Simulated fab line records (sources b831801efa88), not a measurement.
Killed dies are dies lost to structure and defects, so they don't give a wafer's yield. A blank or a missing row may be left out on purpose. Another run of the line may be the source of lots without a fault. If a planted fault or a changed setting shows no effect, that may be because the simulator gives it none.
Struck lot and sound lot, side by side / flow gf180mcu / 13 steps out of a route of 602
Sound: the wafers L869.2, L869.3, L869.6. Struck: wafers L868.1, L868.5, L868.6. The cause comes at the end.
Per side, at each step with rows, come the tool, then ch with its chambers, and then its first start. Under that, the readings that differ: sound wafers / struck wafers / difference of the means / sigmas: that difference in standard deviations of wafers without a fault.
alike: readings whose means differ by less than 2 such deviations, and words and numbers that are the same on both sides. not compared: withheld readings, readings that some wafer has no value for, bounds like >300 that may hide the same value, and numbers for which the record gives no deviation and whose values overlap.
Wherever a step has rows on one side only, a row that says differs or no value, or a row with sigmas, the two part there. Numbers that have no deviation but don't overlap get no sigmas and don't part them. A reading missing from all wafers of one side parts the sides only when that side holds two or more wafers.

GF_V4_CD_MEAS_14: the cd target is 260 nm.
  sound: cdSem-02 at day 28 14:07; struck: cdSem-01 at day 28 07:13
  alike: cdNm
GF_V4_OVL_MEAS_15:
  sound: overlay-02 at day 28 14:13; struck: overlay-01 at day 28 07:20
  alike: V4_OVL
GF_V4_ETCH_16: etches BARC in N2/H2.
  sound on rieDiel-02 ch 1,3, day 28 14:15; struck on rieDiel-03 ch 0,1,2, day 28 07:23
  alike: biasW, drypumpMotorCurrentA, oesProductAu, throttleValvePct
GF_V4_ETCH_17: etches SiO2 in C4F8/O2/Ar, stops on TiN, target depth 630 nm.
  sound: rieDiel-02 ch 1,3; struck: rieDiel-03 ch 0,1,2
  alike: biasW, oesProductAu
GF_V4_STRIP_18: strips in O2/N2.
  sound on plasmaAsher-02 ch 0,1, day 28 14:23; struck on plasmaAsher-02 ch 0,1, day 28 07:31
  alike: drypumpMotorCurrentA, heaterPowerW, oesProductAu
  not compared: rfHoursCounterH
then, 3 steps without rows for these wafers: GF_V4_STRIP_19 (strips in post etch residue remover, time 1200 s); GF_V4_CLEAN_20 (cleans in DIW); GF_V4_SPUTTER_21 (material Ti, target thk 15 nm, time 80.02 s).
GF_V4_SPUTTER_22: material TiN, target thk 10 nm, time 40 s.
  sound: pvdSputter-03 at day 28 14:58; struck: pvdSputter-02 at day 28 08:11
  alike: throttleValvePct
GF_V4_CVD_23: deposits W, target thk 350 nm, time 104.9 s.
  sound on cvdW-01 ch 0, day 28 15:01; struck on cvdW-02 ch 0,1, day 28 08:14
  alike: heaterPowerW
GF_V4_RS_MEAS_24: uses a four-point probe to measure.
  sound: filmMetro-04 at day 28 15:09; struck: filmMetro-04 at day 28 08:20
  alike: V4_W_RS
GF_V4_THK_MEAS_25: measures by xrf.
  sound: filmMetro-04 at day 28 15:16; struck: filmMetro-04 at day 28 08:28
  alike: V4_W_THK
GF_V4_CMP_26: polishes, stops on SiO2, t overpolish 15 s, target thk 0 nm.
  sound on cmp-02 ch 0,2, day 28 15:19; struck on cmp-02 ch 1,2,3, day 28 08:37
  no value came back on the struck wafers for any of 6 readings (edgeZonePressureFrac, headPressurePsi (psi) and others); on the sound wafers edgeZonePressureFrac reads 0.999 1.000 0.994
reading=model.W_of_V4_CVD_23.thkNm (nm); sound=0 0 0; struck=352.2 351.5 342.1; difference=+348.6; sigmas=
reading=model.SiO2_of_V4_CVD_02.thkNm (nm); sound=629 628.5 627.9; struck=632.9 632.4 633.5; difference=+4.5; sigmas=

WHERE THEY PART
Only at GF_V4_CMP_26, as far as this record shows.

WHY: the cause the simulator had injected
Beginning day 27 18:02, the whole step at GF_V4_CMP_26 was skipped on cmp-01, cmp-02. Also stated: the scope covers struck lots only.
